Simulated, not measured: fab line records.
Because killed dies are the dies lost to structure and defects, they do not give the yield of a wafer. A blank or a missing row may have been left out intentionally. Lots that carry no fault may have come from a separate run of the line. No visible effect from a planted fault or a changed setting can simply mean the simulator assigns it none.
Chamber matching / flow gf180mcu / pecvd-04 running GF_V4_CVD_02: 3 sister chambers
The step deposits SiO2 from TEOS, target thk 850 nm, time 94.851 s. 22 wafers are shown with their chamber, then 11 later ones without.

== WAFERS WITH THEIR CHAMBER ==
wafer=L078.1; chamber=0; heater power w (W)=676
wafer=L078.2; chamber=1; heater power w (W)=653
wafer=L078.3; chamber=2; heater power w (W)=589
wafer=L080.1; chamber=0; heater power w (W)=641
wafer=L080.2; chamber=1; heater power w (W)=639
wafer=L080.6; chamber=0; heater power w (W)=679
wafer=L084.1; chamber=2; heater power w (W)=635
wafer=L084.2; chamber=1; heater power w (W)=645
wafer=L084.3; chamber=0; heater power w (W)=620
wafer=L087.4; chamber=1; heater power w (W)=674
wafer=L087.5; chamber=2; heater power w (W)=742
wafer=L087.6; chamber=0; heater power w (W)=621
wafer=L088.1; chamber=2; heater power w (W)=713
wafer=L088.2; chamber=1; heater power w (W)=618
wafer=L088.5; chamber=1; heater power w (W)=660
wafer=L089.1; chamber=0; heater power w (W)=680
wafer=L089.5; chamber=0; heater power w (W)=717
wafer=L089.6; chamber=1; heater power w (W)=623
wafer=L092.1; chamber=2; heater power w (W)=662
wafer=L092.3; chamber=1; heater power w (W)=634
wafer=L092.4; chamber=1; heater power w (W)=690
wafer=L094.1; chamber=1; heater power w (W)=656

SIGNATURES (means of the wafers above)
reading=heater power w; chamber 0=662.00; chamber 1=649.20; chamber 2=668.20; scatter within a chamber=37.7
Rule: for each reading, subtract the chamber's mean from the wafer's reading, divide by that reading's scatter and square the result; add these up over the readings and take the root, which gives the wafer's distance from the chamber. If the next closest chamber is less than 2 further off than the closest, the wafer can't be placed; otherwise it belongs to the closest. How the scatter is found: for the shown wafers, subtract from each reading the mean of its chamber, square and add these, divide the total by (wafers less chambers), then take the root.

== WAFERS WHOSE CHAMBER IS MISSING ==
wafer=L094.2; heater power w (W)=748
wafer=L094.3; heater power w (W)=705
wafer=L094.4; heater power w (W)=546
wafer=L094.5; heater power w (W)=574
wafer=L094.6; heater power w (W)=588
wafer=L096.2; heater power w (W)=598
wafer=L096.4; heater power w (W)=553
wafer=L096.6; heater power w (W)=658
wafer=L097.3; heater power w (W)=693
wafer=L097.5; heater power w (W)=720
wafer=L097.6; heater power w (W)=539

== EACH ONE'S CHAMBER ==
wafer=L094.2; from the rows above=can't be placed: 2 or 0 or 1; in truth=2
wafer=L094.3; from the rows above=can't be placed: 2 or 0 or 1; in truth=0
wafer=L094.4; from the rows above=can't be placed: 1 or 0 or 2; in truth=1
wafer=L094.5; from the rows above=can't be placed: 1 or 0 or 2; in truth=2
wafer=L094.6; from the rows above=can't be placed: 1 or 0 or 2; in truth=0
wafer=L096.2; from the rows above=can't be placed: 1 or 0 or 2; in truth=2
wafer=L096.4; from the rows above=can't be placed: 1 or 0 or 2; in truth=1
wafer=L096.6; from the rows above=can't be placed: 0 or 1 or 2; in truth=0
wafer=L097.3; from the rows above=can't be placed: 2 or 0 or 1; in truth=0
wafer=L097.5; from the rows above=can't be placed: 2 or 0 or 1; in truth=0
wafer=L097.6; from the rows above=can't be placed: 1 or 0 or 2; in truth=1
Correctly placed: 0 of 11. From these rows, 11 cannot be placed; in 11 the true chamber is one of the candidates. 0 placed wrongly.
